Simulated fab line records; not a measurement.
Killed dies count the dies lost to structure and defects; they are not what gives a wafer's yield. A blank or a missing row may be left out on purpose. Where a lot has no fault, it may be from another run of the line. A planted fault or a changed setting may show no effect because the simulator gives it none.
Which of the tools did it?	flow sky130	14 lots with 42 wafers sampled at 4 steps, on a route of 708 steps

WHAT EACH GAUGE READ, for each wafer
SKY_NWELL_OVL_MEAS_10. Usual: NWELL_00_OVL gives -0.5 nm (standard deviation 2.6).
lot	measured	on	NWELL_00_OVL (nm)	flag
L253	day 4 22:58	overlay-02	-3.9 -2.3 -2.5	
L254	day 5 00:01	overlay-02	1.8 2.9 1.2	
L255	day 5 07:49	overlay-02	-1.7 -0.5 -1.5	
L256	day 5 13:00	overlay-02	-0.5 -2.1 -1.5	
L257	day 5 21:49	overlay-02	3.8 3.8 4.1	
L258	day 6 02:01	overlay-02	-1.3 -2.2 -0.4	
L259	day 6 07:04	overlay-01	-3.0 -1.7 -1.1	
L260	day 6 13:08	overlay-01	2.7 -0.6 0.6	
L263	day 7 05:13	overlay-02	-0.3 -1.0 0.2	
L264	day 7 12:49	overlay-01	-1.4 -3.8 -2.0	
L274	day 10 02:59	overlay-02	4.0 2.9 2.0	
L275	day 10 08:43	overlay-02	-2.1 -3.0 -3.5	

SKY_VT_ADJUST_LVTN_OVL_MEAS_18. Usual: VT_ADJUST_LVTN_01_OVL gives -0.1 nm (standard deviation 1.4).
lot	measured	on	VT_ADJUST_LVTN_01_OVL (nm)	flag
L253	day 8 04:59	overlay-01	0.2 -1.4 -0.1	
L254	day 8 06:59	overlay-01	-0.2 -0.3 -2.2	
L255	day 8 14:52	overlay-01	-0.7 -0.5 1.4	
L256	day 8 20:57	overlay-02	0.2 -1.6 -0.1	
L257	day 9 06:25	overlay-02	-0.3 -1.7 0.2	
L258	day 9 11:53	overlay-02	-1.2 -2.6 -2.1	
L259	day 9 17:41	overlay-02	-1.8 -0.4 -1.9	
L260	day 10 00:53	overlay-01	-0.2 1.4 1.8	
L263	day 10 20:06	overlay-02	-0.5 0.4 1.2	
L264	day 11 03:55	overlay-01	1.4 -2.1 1.0	
L274	day 14 04:31	overlay-01	0.3 0.3 1.0	
L275	day 14 12:02	overlay-01	-0.7 -1.6 0.6	

SKY_VT_ADJUST_HVTR_CD_MEAS_07: the cd target is 380 nm. Usual: 380 nm for cd_nm, sd 3.
lot	measured	on	cd_nm (nm)	flag
L253	day 9 23:43	cd_sem-02	386 386 384	
L254	day 10 01:37	cd_sem-01	380 378 381	
L255	day 10 10:49	cd_sem-02	385 384 385	
L256	day 10 17:37	cd_sem-02	375 374 373	
L257	day 11 04:13	cd_sem-02	378 378 380	
L258	day 11 09:52	cd_sem-02	380 378 381	
L259	day 11 16:47	cd_sem-02	381 380 378	
L260	day 11 23:23	cd_sem-01	380 380 382	
L263	day 12 21:06	cd_sem-02	378 379 381	
L264	day 13 03:44	cd_sem-01	378 380 385	
L274	day 16 08:40	cd_sem-02	377 378 378	
L275	day 16 19:35	cd_sem-02	379 376 376	

TOOL THAT RAN EACH LOT (tool first, then ch and the chambers of the sampled wafers, then the start)
lot	SKY_FIELD_ISO_WET_ETCH_18
L253	wet_bench-03 ch 2, day 2 10:40
L254	wet_bench-03 ch 1, day 2 15:07
L255	wet_bench-02 ch 3, day 2 21:27
L256	wet_bench-01 ch 1, day 3 02:57
L257	wet_bench-03 ch 2, day 3 09:33
L258	wet_bench-02 ch 3, day 3 13:09
L259	wet_bench-02 ch 1, day 3 19:28
L260	wet_bench-03 ch 3, day 3 22:19
L263	wet_bench-01 ch 1, day 4 14:15
L264	wet_bench-03 ch 1, day 4 21:34
L271	wet_bench-03 ch 3, day 6 08:07
L272	wet_bench-03 ch 1, day 6 14:07
L274	wet_bench-03 ch 2, day 7 01:33
L275	wet_bench-02 ch 1, day 7 04:33
- SKY_FIELD_ISO_WET_ETCH_18: etches Si3N4 in H3PO4, target depth 25 nm, time 286 s.

AS READ BY THE TOOLS THEMSELVES (means over the sampled wafers that have a number; for cases with no such wafer, the mark the record gives instead)
SKY_FIELD_ISO_WET_ETCH_18. Usual: bath_guard_temp_C 159.8 C, standard deviation 0.57; bath_heat_duty_pct 28 %, standard deviation 3.1; temp_c 159.97 C, standard deviation 0.15.
lot	tool	bath_guard_temp_C (C)	bath_heat_duty_pct (%)	temp_c (C)	flag
L253	wet_bench-03	159.8	33	160.02	
L254	wet_bench-03	159.4	26	160.21	
L255	wet_bench-02	160.0	26	160.22	
L256	wet_bench-01	159.9	33	159.88	
L257	wet_bench-03	159.6	33	159.89	
L258	wet_bench-02	160.0	26	159.80	
L259	wet_bench-02	160.7	26	159.88	
L260	wet_bench-03	159.1	29	159.98	
L263	wet_bench-01	160.0	32	159.98	
L264	wet_bench-03	159.4	27	159.87	
L271	wet_bench-03	-	-	-	OFF
L272	wet_bench-03	-	-	-	OFF
L274	wet_bench-03	159.5	32	159.99	
L275	wet_bench-02	160.9	27	159.79	

THE ANSWER, worked out from the rows above alone
Rule: a lot is off if the mean of its wafers that have a number lies more than 3 standard deviations from the usual mean. Also off: a lot with no number at a reading for which 4 or more lots have one. All remaining lots with rows at the step are treated as sound. First the gauges in route order, then the tools' own readings, where a lot's mean is used as printed above. At the first step where some lot is off, the reading lying furthest off is the one used; lots without a number count as furthest.
Off: L271, L272, at SKY_FIELD_ISO_WET_ETCH_18 (bath_guard_temp_C). Without a number there: L271, L272.
If a tool, at that step or one of the process steps before it, ran each lot that is off and ran no sound lot following the first of them, it fits. None of those tried fits.

WHAT HAD BEEN PUT IN BY THE SIMULATOR
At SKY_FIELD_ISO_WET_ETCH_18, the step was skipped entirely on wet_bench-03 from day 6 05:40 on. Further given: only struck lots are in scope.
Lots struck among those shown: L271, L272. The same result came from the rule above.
